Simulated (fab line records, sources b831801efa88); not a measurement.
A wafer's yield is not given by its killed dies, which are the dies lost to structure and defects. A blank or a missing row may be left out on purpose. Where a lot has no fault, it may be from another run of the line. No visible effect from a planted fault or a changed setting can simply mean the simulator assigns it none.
fab line records :: flow sky130
record:
  lots: 14
  wafers: 42
  last-day: 50
route steps=708 shown NWELL@76 GATE_OXIDE@197 LDD_N@245 SD_N@350
lots that met no fault: taken from a fault-free run of the same line
start-h: hours from the record's first day to the start of the lot's first wafer shown :: wait-h: hours from the lot's prior step to this one :: " as in the row above :: L1.1+2: a single row standing in for several wafers :: - no value present, or no start provided :: * or withheld: withheld :: < > ~ a bound
route shown NAME@n: NAME is a module with steps in the file, n the number in the route of the first one :: usual: mean/standard deviation of fault-free wafers :: same: alike in all rows :: chamber/n: place in a boat :: sites: each site's reading :: _std_site: standard deviation of those values :: _edge_site: outer sites' mean less inner sites' :: radius-mm: how far each site lies from the wafer's centre :: mask NAME#n: copy n :: behind: the most recent tool/chamber to have shaped the wafer :: hold: reason for holding the lot/hours on hold/outcome of the hold :: device: which transistor (n, p or np) failed to switch :: end of line: tests of these same wafers at the route's end :: where a step has no rows: the recipe by itself :: killed: dies that structure and defects cost at the first sort, which is not the same as the wafer's yield :: map: the dies of a wafer, with x for killed, . for not killed, _ for no die there
set.NAME: the setting the step ran with; set.NAME@STEP: the setting that earlier step ran with :: model.NAME: the simulator's own value behind a step, which no gauge read
steps of the route over a sample of lots; a table a step, a row a wafer
services: from which hour (start-h, from the record's first day; less than 0 if before it) a tool's chamber was out of use, for how many hours, and why
== steps ==
step: SKY_NWELL_OVL_MEAS_23
usual:
  NWELL_01_OVL: -0.8/1.4
lot.wafer: L911.3
tool: overlay-01
chamber: -
start-h: 121.23
wait-h: -
NWELL_01_OVL[nm]: -1.9

lot.wafer: L911.4
tool: overlay-01
chamber: -
start-h: 121.23
wait-h: -
NWELL_01_OVL[nm]: -2.7

lot.wafer: L911.6
tool: overlay-01
chamber: -
start-h: 121.23
wait-h: -
NWELL_01_OVL[nm]: -1.2

lot.wafer: L914.4
tool: overlay-01
chamber: -
start-h: 122.22
wait-h: -
NWELL_01_OVL[nm]: -2.0

lot.wafer: L914.5
tool: overlay-01
chamber: -
start-h: 122.22
wait-h: -
NWELL_01_OVL[nm]: -0.9

lot.wafer: L914.6
tool: overlay-01
chamber: -
start-h: 122.22
wait-h: -
NWELL_01_OVL[nm]: -2.7

lot.wafer: L915.2
tool: overlay-02
chamber: -
start-h: 132.87
wait-h: -
NWELL_01_OVL[nm]: -0.2

lot.wafer: L915.4
tool: overlay-02
chamber: -
start-h: 132.87
wait-h: -
NWELL_01_OVL[nm]: -1.6

lot.wafer: L915.5
tool: overlay-02
chamber: -
start-h: 132.87
wait-h: -
NWELL_01_OVL[nm]: -0.2

lot.wafer: L916.1
tool: overlay-01
chamber: -
start-h: 138.17
wait-h: -
NWELL_01_OVL[nm]: -0.9

lot.wafer: L916.2
tool: overlay-01
chamber: -
start-h: 138.17
wait-h: -
NWELL_01_OVL[nm]: -1.0

lot.wafer: L916.3
tool: overlay-01
chamber: -
start-h: 138.17
wait-h: -
NWELL_01_OVL[nm]: -0.3

lot.wafer: L919.1
tool: overlay-01
chamber: -
start-h: 153.47
wait-h: -
NWELL_01_OVL[nm]: 1.3

lot.wafer: L919.4
tool: overlay-01
chamber: -
start-h: 153.47
wait-h: -
NWELL_01_OVL[nm]: -2.5

lot.wafer: L919.6
tool: overlay-01
chamber: -
start-h: 153.47
wait-h: -
NWELL_01_OVL[nm]: -1.3

lot.wafer: L921.2
tool: overlay-02
chamber: -
start-h: 161.86
wait-h: -
NWELL_01_OVL[nm]: -1.9

lot.wafer: L921.4
tool: overlay-02
chamber: -
start-h: 161.86
wait-h: -
NWELL_01_OVL[nm]: -1.2

lot.wafer: L921.5
tool: overlay-02
chamber: -
start-h: 161.86
wait-h: -
NWELL_01_OVL[nm]: -1.2

lot.wafer: L922.1
tool: overlay-02
chamber: -
start-h: 170.77
wait-h: -
NWELL_01_OVL[nm]: 0.2

lot.wafer: L922.2
tool: overlay-02
chamber: -
start-h: 170.77
wait-h: -
NWELL_01_OVL[nm]: 0.7

lot.wafer: L922.3
tool: overlay-02
chamber: -
start-h: 170.77
wait-h: -
NWELL_01_OVL[nm]: 2.0

lot.wafer: L923.3
tool: overlay-01
chamber: -
start-h: 176.17
wait-h: -
NWELL_01_OVL[nm]: 0.5

lot.wafer: L923.5
tool: overlay-01
chamber: -
start-h: 176.17
wait-h: -
NWELL_01_OVL[nm]: 0.0

lot.wafer: L923.6
tool: overlay-01
chamber: -
start-h: 176.17
wait-h: -
NWELL_01_OVL[nm]: 0.4

lot.wafer: L924.2
tool: overlay-01
chamber: -
start-h: 182.02
wait-h: -
NWELL_01_OVL[nm]: 0.0

lot.wafer: L924.4
tool: overlay-01
chamber: -
start-h: 182.02
wait-h: -
NWELL_01_OVL[nm]: 0.1

lot.wafer: L924.6
tool: overlay-01
chamber: -
start-h: 182.02
wait-h: -
NWELL_01_OVL[nm]: -0.4

lot.wafer: L925.2
tool: overlay-01
chamber: -
start-h: 188.31
wait-h: -
NWELL_01_OVL[nm]: -0.4

lot.wafer: L925.3
tool: overlay-01
chamber: -
start-h: 188.31
wait-h: -
NWELL_01_OVL[nm]: -0.7

lot.wafer: L925.5
tool: overlay-01
chamber: -
start-h: 188.31
wait-h: -
NWELL_01_OVL[nm]: -1.5

lot.wafer: L930.1
tool: overlay-02
chamber: -
start-h: 218.92
wait-h: -
NWELL_01_OVL[nm]: 0.0

lot.wafer: L930.2
tool: overlay-02
chamber: -
start-h: 218.92
wait-h: -
NWELL_01_OVL[nm]: 1.3

lot.wafer: L930.6
tool: overlay-02
chamber: -
start-h: 218.92
wait-h: -
NWELL_01_OVL[nm]: 0.8

lot.wafer: L932.1
tool: overlay-02
chamber: -
start-h: 233.62
wait-h: -
NWELL_01_OVL[nm]: -2.7

lot.wafer: L932.4
tool: overlay-02
chamber: -
start-h: 233.62
wait-h: -
NWELL_01_OVL[nm]: -2.1

lot.wafer: L932.6
tool: overlay-02
chamber: -
start-h: 233.62
wait-h: -
NWELL_01_OVL[nm]: -2.1

lot.wafer: L933.1
tool: overlay-02
chamber: -
start-h: 243.05
wait-h: -
NWELL_01_OVL[nm]: -4.8

lot.wafer: L933.3
tool: overlay-02
chamber: -
start-h: 243.05
wait-h: -
NWELL_01_OVL[nm]: -2.7

lot.wafer: L933.6
tool: overlay-02
chamber: -
start-h: 243.05
wait-h: -
NWELL_01_OVL[nm]: -2.4

lot.wafer: L934.2
tool: overlay-01
chamber: -
start-h: 250.41
wait-h: -
NWELL_01_OVL[nm]: -0.6

lot.wafer: L934.4
tool: overlay-01
chamber: -
start-h: 250.41
wait-h: -
NWELL_01_OVL[nm]: -1.4

lot.wafer: L934.6
tool: overlay-01
chamber: -
start-h: 250.41
wait-h: -
NWELL_01_OVL[nm]: 1.1
step: SKY_GATE_OXIDE_OVL_MEAS_10
usual:
  GATE_OXIDE_OVL: 0.6/1.1
lot.wafer: L911.3
tool: overlay-01
chamber: -
start-h: 329.27
wait-h: 0.1
GATE_OXIDE_OVL[nm]: 0.7

lot.wafer: L911.4
tool: overlay-01
chamber: -
start-h: 329.27
wait-h: 0.1
GATE_OXIDE_OVL[nm]: 0.4

lot.wafer: L911.6
tool: overlay-01
chamber: -
start-h: 329.27
wait-h: 0.1
GATE_OXIDE_OVL[nm]: 0.4

lot.wafer: L914.4
tool: overlay-01
chamber: -
start-h: 329.57
wait-h: 0.1
GATE_OXIDE_OVL[nm]: 1.7

lot.wafer: L914.5
tool: overlay-01
chamber: -
start-h: 329.57
wait-h: 0.1
GATE_OXIDE_OVL[nm]: 1.7

lot.wafer: L914.6
tool: overlay-01
chamber: -
start-h: 329.57
wait-h: 0.1
GATE_OXIDE_OVL[nm]: 2.3

lot.wafer: L915.2
tool: overlay-01
chamber: -
start-h: 379.57
wait-h: 0.1
GATE_OXIDE_OVL[nm]: 2.0

lot.wafer: L915.4
tool: overlay-01
chamber: -
start-h: 379.57
wait-h: 0.1
GATE_OXIDE_OVL[nm]: 1.8

lot.wafer: L915.5
tool: overlay-01
chamber: -
start-h: 379.57
wait-h: 0.1
GATE_OXIDE_OVL[nm]: 0.6

lot.wafer: L916.1
tool: overlay-01
chamber: -
start-h: 381.61
wait-h: 0.1
GATE_OXIDE_OVL[nm]: 2.9

lot.wafer: L916.2
tool: overlay-01
chamber: -
start-h: 381.61
wait-h: 0.1
GATE_OXIDE_OVL[nm]: 0.7

lot.wafer: L916.3
tool: overlay-01
chamber: -
start-h: 381.61
wait-h: 0.1
GATE_OXIDE_OVL[nm]: 1.9

lot.wafer: L919.1
tool: overlay-01
chamber: -
start-h: 384.10
wait-h: 0.1
GATE_OXIDE_OVL[nm]: 1.3

lot.wafer: L919.4
tool: overlay-01
chamber: -
start-h: 384.10
wait-h: 0.1
GATE_OXIDE_OVL[nm]: 0.6

lot.wafer: L919.6
tool: overlay-01
chamber: -
start-h: 384.10
wait-h: 0.1
GATE_OXIDE_OVL[nm]: 1.6

lot.wafer: L921.2
tool: overlay-02
chamber: -
start-h: 390.22
wait-h: 0.1
GATE_OXIDE_OVL[nm]: 2.3

lot.wafer: L921.4
tool: overlay-02
chamber: -
start-h: 390.22
wait-h: 0.1
GATE_OXIDE_OVL[nm]: 2.3

lot.wafer: L921.5
tool: overlay-02
chamber: -
start-h: 390.22
wait-h: 0.1
GATE_OXIDE_OVL[nm]: 1.3

lot.wafer: L922.1
tool: overlay-02
chamber: -
start-h: 396.30
wait-h: 0.1
GATE_OXIDE_OVL[nm]: 0.6

lot.wafer: L922.2
tool: overlay-02
chamber: -
start-h: 396.30
wait-h: 0.1
GATE_OXIDE_OVL[nm]: 1.2

lot.wafer: L922.3
tool: overlay-02
chamber: -
start-h: 396.30
wait-h: 0.1
GATE_OXIDE_OVL[nm]: 2.0

lot.wafer: L923.3
tool: overlay-01
chamber: -
start-h: 404.33
wait-h: 0.1
GATE_OXIDE_OVL[nm]: -0.4

lot.wafer: L923.5
tool: overlay-01
chamber: -
start-h: 404.33
wait-h: 0.1
GATE_OXIDE_OVL[nm]: 0.8

lot.wafer: L923.6
tool: overlay-01
chamber: -
start-h: 404.33
wait-h: 0.1
GATE_OXIDE_OVL[nm]: 0.5

lot.wafer: L924.2
tool: overlay-02
chamber: -
start-h: 413.87
wait-h: 0.1
GATE_OXIDE_OVL[nm]: 0.7

lot.wafer: L924.4
tool: overlay-02
chamber: -
start-h: 413.87
wait-h: 0.1
GATE_OXIDE_OVL[nm]: 1.4

lot.wafer: L924.6
tool: overlay-02
chamber: -
start-h: 413.87
wait-h: 0.1
GATE_OXIDE_OVL[nm]: 0.3

lot.wafer: L925.2
tool: overlay-02
chamber: -
start-h: 427.71
wait-h: 0.1
GATE_OXIDE_OVL[nm]: -0.9

lot.wafer: L925.3
tool: overlay-02
chamber: -
start-h: 427.71
wait-h: 0.1
GATE_OXIDE_OVL[nm]: -0.1

lot.wafer: L925.5
tool: overlay-02
chamber: -
start-h: 427.71
wait-h: 0.1
GATE_OXIDE_OVL[nm]: -0.3

lot.wafer: L930.1
tool: overlay-02
chamber: -
start-h: 476.50
wait-h: 0.1
GATE_OXIDE_OVL[nm]: -1.2

lot.wafer: L930.2
tool: overlay-02
chamber: -
start-h: 476.50
wait-h: 0.1
GATE_OXIDE_OVL[nm]: -1.2

lot.wafer: L930.6
tool: overlay-02
chamber: -
start-h: 476.50
wait-h: 0.1
GATE_OXIDE_OVL[nm]: -1.2

lot.wafer: L932.1
tool: overlay-02
chamber: -
start-h: 492.02
wait-h: 0.1
GATE_OXIDE_OVL[nm]: 2.0

lot.wafer: L932.4
tool: overlay-02
chamber: -
start-h: 492.02
wait-h: 0.1
GATE_OXIDE_OVL[nm]: 1.4

lot.wafer: L932.6
tool: overlay-02
chamber: -
start-h: 492.02
wait-h: 0.1
GATE_OXIDE_OVL[nm]: 1.1

lot.wafer: L933.1
tool: overlay-02
chamber: -
start-h: 499.35
wait-h: 0.1
GATE_OXIDE_OVL[nm]: -0.7

lot.wafer: L933.3
tool: overlay-02
chamber: -
start-h: 499.35
wait-h: 0.1
GATE_OXIDE_OVL[nm]: -1.9

lot.wafer: L933.6
tool: overlay-02
chamber: -
start-h: 499.35
wait-h: 0.1
GATE_OXIDE_OVL[nm]: -0.6

lot.wafer: L934.2
tool: overlay-02
chamber: -
start-h: 504.06
wait-h: 0.1
GATE_OXIDE_OVL[nm]: 0.5

lot.wafer: L934.4
tool: overlay-02
chamber: -
start-h: 504.06
wait-h: 0.1
GATE_OXIDE_OVL[nm]: 0.0

lot.wafer: L934.6
tool: overlay-02
chamber: -
start-h: 504.06
wait-h: 0.1
GATE_OXIDE_OVL[nm]: -0.3
step: SKY_LDD_N_IMPLANT_08
recipe:
  species: As
  energy-kev: 20
  dose-cm2: 7.5e+13
  tilt-deg: withheld
  rotation-deg: 23
usual:
  beam-on-s: 10.3/0.42
  end-station-pressure-torr: 5.31e-06/2.7e-07
  faraday-current-uA: 410/17
lot.wafer: L911.3
tool: implanter-01
chamber: 0
start-h: 428.40
wait-h: 0.1
beam-on-s: 10.1
end-station-pressure-torr: 5.26e-06
faraday-current-uA: 417

lot.wafer: L911.4
tool: implanter-01
chamber: 0
start-h: 428.40
wait-h: 0.1
beam-on-s: 10.0
end-station-pressure-torr: 5.52e-06
faraday-current-uA: 422

lot.wafer: L911.6
tool: implanter-01
chamber: 0
start-h: 428.40
wait-h: 0.1
beam-on-s: 10.2
end-station-pressure-torr: 5.11e-06
faraday-current-uA: 414

lot.wafer: L914.4
tool: implanter-01
chamber: 0
start-h: 429.77
wait-h: 0.8
beam-on-s: 9.9
end-station-pressure-torr: 5.65e-06
faraday-current-uA: 426

lot.wafer: L914.5
tool: implanter-01
chamber: 0
start-h: 429.77
wait-h: 0.8
beam-on-s: 10.0
end-station-pressure-torr: 5.57e-06
faraday-current-uA: 425

lot.wafer: L914.6
tool: implanter-01
chamber: 0
start-h: 429.77
wait-h: 0.8
beam-on-s: 9.7
end-station-pressure-torr: 5.55e-06
faraday-current-uA: 435

lot.wafer: L915.2
tool: implanter-01
chamber: 0
start-h: 481.28
wait-h: 0.0
beam-on-s: 9.8
end-station-pressure-torr: 5.08e-06
faraday-current-uA: 432

lot.wafer: L915.4
tool: implanter-01
chamber: 0
start-h: 481.28
wait-h: 0.0
beam-on-s: 10.0
end-station-pressure-torr: 5.22e-06
faraday-current-uA: 424

lot.wafer: L915.5
tool: implanter-01
chamber: 0
start-h: 481.28
wait-h: 0.0
beam-on-s: 9.9
end-station-pressure-torr: 4.78e-06
faraday-current-uA: 428

lot.wafer: L916.1
tool: implanter-03
chamber: 0
start-h: 481.56
wait-h: 0.0
beam-on-s: 11.0
end-station-pressure-torr: 5.46e-06
faraday-current-uA: 383

lot.wafer: L916.2
tool: implanter-03
chamber: 0
start-h: 481.56
wait-h: 0.0
beam-on-s: 10.5
end-station-pressure-torr: 5.69e-06
faraday-current-uA: 401

lot.wafer: L916.3
tool: implanter-03
chamber: 0
start-h: 481.56
wait-h: 0.0
beam-on-s: 11.2
end-station-pressure-torr: 5.28e-06
faraday-current-uA: 379

lot.wafer: L919.1
tool: implanter-01
chamber: 0
start-h: 486.24
wait-h: 0.0
beam-on-s: 10.0
end-station-pressure-torr: 5.44e-06
faraday-current-uA: 420

lot.wafer: L919.4
tool: implanter-01
chamber: 0
start-h: 486.24
wait-h: 0.0
beam-on-s: 10.0
end-station-pressure-torr: 5.24e-06
faraday-current-uA: 425

lot.wafer: L919.6
tool: implanter-01
chamber: 0
start-h: 486.24
wait-h: 0.0
beam-on-s: 10.1
end-station-pressure-torr: 5.4e-06
faraday-current-uA: 415

lot.wafer: L921.2
tool: implanter-01
chamber: 0
start-h: 495.72
wait-h: 0.0
beam-on-s: 10.2
end-station-pressure-torr: 5.24e-06
faraday-current-uA: 418

lot.wafer: L921.4
tool: implanter-01
chamber: 0
start-h: 495.72
wait-h: 0.0
beam-on-s: 9.8
end-station-pressure-torr: 5.36e-06
faraday-current-uA: 434

lot.wafer: L921.5
tool: implanter-01
chamber: 0
start-h: 495.72
wait-h: 0.0
beam-on-s: 9.9
end-station-pressure-torr: 5.52e-06
faraday-current-uA: 427

lot.wafer: L922.1
tool: implanter-03
chamber: 0
start-h: 501.76
wait-h: 0.0
beam-on-s: 12.2
end-station-pressure-torr: 7.703e-05
faraday-current-uA: 338

lot.wafer: L922.2
tool: implanter-03
chamber: 0
start-h: 501.76
wait-h: 0.0
beam-on-s: 12.3
end-station-pressure-torr: 7.991e-05
faraday-current-uA: 338

lot.wafer: L922.3
tool: implanter-03
chamber: 0
start-h: 501.76
wait-h: 0.0
beam-on-s: 12.5
end-station-pressure-torr: 7.315e-05
faraday-current-uA: 334

lot.wafer: L923.3
tool: implanter-03
chamber: 0
start-h: 504.79
wait-h: 0.1
beam-on-s: 12.4
end-station-pressure-torr: 7.217e-05
faraday-current-uA: 334

lot.wafer: L923.5
tool: implanter-03
chamber: 0
start-h: 504.79
wait-h: 0.1
beam-on-s: 12.0
end-station-pressure-torr: 7.629e-05
faraday-current-uA: 345

lot.wafer: L923.6
tool: implanter-03
chamber: 0
start-h: 504.79
wait-h: 0.1
beam-on-s: 12.0
end-station-pressure-torr: 7.478e-05
faraday-current-uA: 348

lot.wafer: L924.2
tool: implanter-03
chamber: 0
start-h: 512.48
wait-h: 0.0
beam-on-s: 12.2
end-station-pressure-torr: 7.645e-05
faraday-current-uA: 341

lot.wafer: L924.4
tool: implanter-03
chamber: 0
start-h: 512.48
wait-h: 0.0
beam-on-s: 12.5
end-station-pressure-torr: 7.78e-05
faraday-current-uA: 334

lot.wafer: L924.6
tool: implanter-03
chamber: 0
start-h: 512.48
wait-h: 0.0
beam-on-s: 12.6
end-station-pressure-torr: 7.958e-05
faraday-current-uA: 329

lot.wafer: L925.2
tool: implanter-01
chamber: 0
start-h: 527.18
wait-h: 0.0
beam-on-s: 10.3
end-station-pressure-torr: 5.47e-06
faraday-current-uA: 411

lot.wafer: L925.3
tool: implanter-01
chamber: 0
start-h: 527.18
wait-h: 0.0
beam-on-s: 9.8
end-station-pressure-torr: 5.07e-06
faraday-current-uA: 429

lot.wafer: L925.5
tool: implanter-01
chamber: 0
start-h: 527.18
wait-h: 0.0
beam-on-s: 9.8
end-station-pressure-torr: 5.83e-06
faraday-current-uA: 429

lot.wafer: L930.1
tool: implanter-01
chamber: 0
start-h: 575.15
wait-h: 0.0
beam-on-s: 10.3
end-station-pressure-torr: 5.35e-06
faraday-current-uA: 407

lot.wafer: L930.2
tool: implanter-01
chamber: 0
start-h: 575.15
wait-h: 0.0
beam-on-s: 9.9
end-station-pressure-torr: 5.42e-06
faraday-current-uA: 428

lot.wafer: L930.6
tool: implanter-01
chamber: 0
start-h: 575.15
wait-h: 0.0
beam-on-s: 10.1
end-station-pressure-torr: 4.95e-06
faraday-current-uA: 418

lot.wafer: L932.1
tool: implanter-03
chamber: 0
start-h: 590.00
wait-h: 0.0
beam-on-s: 10.5
end-station-pressure-torr: 5.56e-06
faraday-current-uA: 405

lot.wafer: L932.4
tool: implanter-03
chamber: 0
start-h: 590.00
wait-h: 0.0
beam-on-s: 10.4
end-station-pressure-torr: 5.73e-06
faraday-current-uA: 403

lot.wafer: L932.6
tool: implanter-03
chamber: 0
start-h: 590.00
wait-h: 0.0
beam-on-s: 10.9
end-station-pressure-torr: 5.48e-06
faraday-current-uA: 389

lot.wafer: L933.1
tool: implanter-02
chamber: 0
start-h: 596.95
wait-h: 0.0
beam-on-s: 9.9
end-station-pressure-torr: 5.59e-06
faraday-current-uA: 430

lot.wafer: L933.3
tool: implanter-02
chamber: 0
start-h: 596.95
wait-h: 0.0
beam-on-s: 10.1
end-station-pressure-torr: 5.24e-06
faraday-current-uA: 418

lot.wafer: L933.6
tool: implanter-02
chamber: 0
start-h: 596.95
wait-h: 0.0
beam-on-s: 9.5
end-station-pressure-torr: 5.59e-06
faraday-current-uA: 445

lot.wafer: L934.2
tool: implanter-01
chamber: 0
start-h: 602.51
wait-h: 0.0
beam-on-s: 10.0
end-station-pressure-torr: 5.14e-06
faraday-current-uA: 419

lot.wafer: L934.4
tool: implanter-01
chamber: 0
start-h: 602.51
wait-h: 0.0
beam-on-s: 10.4
end-station-pressure-torr: 5.38e-06
faraday-current-uA: 408

lot.wafer: L934.6
tool: implanter-01
chamber: 0
start-h: 602.51
wait-h: 0.0
beam-on-s: 9.9
end-station-pressure-torr: 4.99e-06
faraday-current-uA: 425
step: SKY_SD_N_OVL_MEAS_08
usual:
  SD_N_OVL: 1.0/1.7
lot.wafer: L911.3
tool: overlay-01
chamber: -
start-h: 671.75
wait-h: 0.1
SD_N_OVL[nm]: 0.7

lot.wafer: L911.4
tool: overlay-01
chamber: -
start-h: 671.75
wait-h: 0.1
SD_N_OVL[nm]: 1.3

lot.wafer: L911.6
tool: overlay-01
chamber: -
start-h: 671.75
wait-h: 0.1
SD_N_OVL[nm]: 0.6

lot.wafer: L914.4
tool: overlay-01
chamber: -
start-h: 673.79
wait-h: 0.1
SD_N_OVL[nm]: 3.4

lot.wafer: L914.5
tool: overlay-01
chamber: -
start-h: 673.79
wait-h: 0.1
SD_N_OVL[nm]: 4.4

lot.wafer: L914.6
tool: overlay-01
chamber: -
start-h: 673.79
wait-h: 0.1
SD_N_OVL[nm]: 3.3

lot.wafer: L915.2
tool: overlay-02
chamber: -
start-h: 723.19
wait-h: 0.1
SD_N_OVL[nm]: 1.4

lot.wafer: L915.4
tool: overlay-02
chamber: -
start-h: 723.19
wait-h: 0.1
SD_N_OVL[nm]: 3.0

lot.wafer: L915.5
tool: overlay-02
chamber: -
start-h: 723.19
wait-h: 0.1
SD_N_OVL[nm]: 2.6

lot.wafer: L916.1
tool: overlay-02
chamber: -
start-h: 723.48
wait-h: 0.1
SD_N_OVL[nm]: 4.4

lot.wafer: L916.2
tool: overlay-02
chamber: -
start-h: 723.48
wait-h: 0.1
SD_N_OVL[nm]: 3.7

lot.wafer: L916.3
tool: overlay-02
chamber: -
start-h: 723.48
wait-h: 0.1
SD_N_OVL[nm]: 4.6

lot.wafer: L919.1
tool: overlay-01
chamber: -
start-h: 726.22
wait-h: 0.1
SD_N_OVL[nm]: -0.3

lot.wafer: L919.4
tool: overlay-01
chamber: -
start-h: 726.22
wait-h: 0.1
SD_N_OVL[nm]: -1.7

lot.wafer: L919.6
tool: overlay-01
chamber: -
start-h: 726.22
wait-h: 0.1
SD_N_OVL[nm]: 0.5

lot.wafer: L921.2
tool: overlay-01
chamber: -
start-h: 734.65
wait-h: 0.1
SD_N_OVL[nm]: 0.8

lot.wafer: L921.4
tool: overlay-01
chamber: -
start-h: 734.65
wait-h: 0.1
SD_N_OVL[nm]: 2.4

lot.wafer: L921.5
tool: overlay-01
chamber: -
start-h: 734.65
wait-h: 0.1
SD_N_OVL[nm]: 1.8

lot.wafer: L922.1
tool: overlay-02
chamber: -
start-h: 737.33
wait-h: 0.1
SD_N_OVL[nm]: -2.2

lot.wafer: L922.2
tool: overlay-02
chamber: -
start-h: 737.33
wait-h: 0.1
SD_N_OVL[nm]: -1.3

lot.wafer: L922.3
tool: overlay-02
chamber: -
start-h: 737.33
wait-h: 0.1
SD_N_OVL[nm]: -0.3

lot.wafer: L923.3
tool: overlay-02
chamber: -
start-h: 738.25
wait-h: 0.1
SD_N_OVL[nm]: -0.4

lot.wafer: L923.5
tool: overlay-02
chamber: -
start-h: 738.25
wait-h: 0.1
SD_N_OVL[nm]: -0.4

lot.wafer: L923.6
tool: overlay-02
chamber: -
start-h: 738.25
wait-h: 0.1
SD_N_OVL[nm]: 0.7

lot.wafer: L924.2
tool: overlay-02
chamber: -
start-h: 749.69
wait-h: 0.1
SD_N_OVL[nm]: 0.1

lot.wafer: L924.4
tool: overlay-02
chamber: -
start-h: 749.69
wait-h: 0.1
SD_N_OVL[nm]: 1.0

lot.wafer: L924.6
tool: overlay-02
chamber: -
start-h: 749.69
wait-h: 0.1
SD_N_OVL[nm]: 2.3

lot.wafer: L925.2
tool: overlay-02
chamber: -
start-h: 762.78
wait-h: 0.1
SD_N_OVL[nm]: -0.2

lot.wafer: L925.3
tool: overlay-02
chamber: -
start-h: 762.78
wait-h: 0.1
SD_N_OVL[nm]: 0.9

lot.wafer: L925.5
tool: overlay-02
chamber: -
start-h: 762.78
wait-h: 0.1
SD_N_OVL[nm]: 1.8

lot.wafer: L930.1
tool: overlay-02
chamber: -
start-h: 805.37
wait-h: 0.1
SD_N_OVL[nm]: 1.2

lot.wafer: L930.2
tool: overlay-02
chamber: -
start-h: 805.37
wait-h: 0.1
SD_N_OVL[nm]: 4.0

lot.wafer: L930.6
tool: overlay-02
chamber: -
start-h: 805.37
wait-h: 0.1
SD_N_OVL[nm]: 2.3

lot.wafer: L932.1
tool: overlay-01
chamber: -
start-h: 817.78
wait-h: 0.1
SD_N_OVL[nm]: 2.7

lot.wafer: L932.4
tool: overlay-01
chamber: -
start-h: 817.78
wait-h: 0.1
SD_N_OVL[nm]: 2.6

lot.wafer: L932.6
tool: overlay-01
chamber: -
start-h: 817.78
wait-h: 0.1
SD_N_OVL[nm]: 3.2

lot.wafer: L933.1
tool: overlay-01
chamber: -
start-h: 822.33
wait-h: 0.1
SD_N_OVL[nm]: 3.4

lot.wafer: L933.3
tool: overlay-01
chamber: -
start-h: 822.33
wait-h: 0.1
SD_N_OVL[nm]: 2.1

lot.wafer: L933.6
tool: overlay-01
chamber: -
start-h: 822.33
wait-h: 0.1
SD_N_OVL[nm]: 1.8

lot.wafer: L934.2
tool: overlay-02
chamber: -
start-h: 828.69
wait-h: 0.1
SD_N_OVL[nm]: 2.7

lot.wafer: L934.4
tool: overlay-02
chamber: -
start-h: 828.69
wait-h: 0.1
SD_N_OVL[nm]: 1.7

lot.wafer: L934.6
tool: overlay-02
chamber: -
start-h: 828.69
wait-h: 0.1
SD_N_OVL[nm]: 1.1
== services ==
tool: implanter-02
chamber: -
start-h: 406.61
hours: 28.9
kind: repair

tool: implanter-02
chamber: -
start-h: 424.71
hours: 1.4
kind: repair

tool: implanter-02
chamber: -
start-h: 428.12
hours: 15.6
kind: repair

tool: implanter-03
chamber: -
start-h: 435.85
hours: 1.0
kind: repair

tool: implanter-03
chamber: -
start-h: 490.99
hours: 6.1
kind: repair

tool: implanter-03
chamber: -
start-h: 498.93
hours: 2.4
kind: repair

tool: implanter-01
chamber: -
start-h: 550.23
hours: 7.0
kind: pm

tool: implanter-02
chamber: -
start-h: 562.60
hours: 0.7
kind: repair

tool: implanter-03
chamber: -
start-h: 574.94
hours: 3.9
kind: pm
== key ==
first-sign:
  step: SKY_LDD_N_IMPLANT_08
  reading: end-station-pressure-torr
  direction: up
  sigmas: 99+
  usual: 5.31e-06
  struck: 7.635e-05
effect:
  step: SKY_LDD_N_IMPLANT_08
  reading: beam-on-s
  direction: up
  sigmas: 4.7
  usual: 10.3
  struck: 12.3
met-at SKY_LDD_N_IMPLANT_08
struck-lots L922,L923,L924
tester-left-out L922,L923,L924
not-acting-at SKY_NWELL_OVL_MEAS_23,SKY_GATE_OXIDE_OVL_MEAS_10,SKY_SD_N_OVL_MEAS_08
onset-between 481.56 501.76
fault:
  kind: process-parameter-drift
  tool: implanter-03
  chamber: -
  onset-h: 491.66
  steps: SKY_LDD_N_IMPLANT_08
  channel: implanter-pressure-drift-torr
  offset: 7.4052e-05
  shape: step
  end-h: 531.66
fault:
  kind: process-parameter-drift
  tool: implanter-03
  chamber: -
  onset-h: 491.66
  steps: SKY_LDD_N_IMPLANT_08
  channel: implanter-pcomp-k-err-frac
  offset: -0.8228
  shape: step
  end-h: 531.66
tester-left-out: of these lots the tester's yield and bins aren't shown, on N5 and GAA mostly nor the transistor test; their killed dies are dies lost to structure and defects alone, not to doping, threshold or leakage, so they don't give the yield
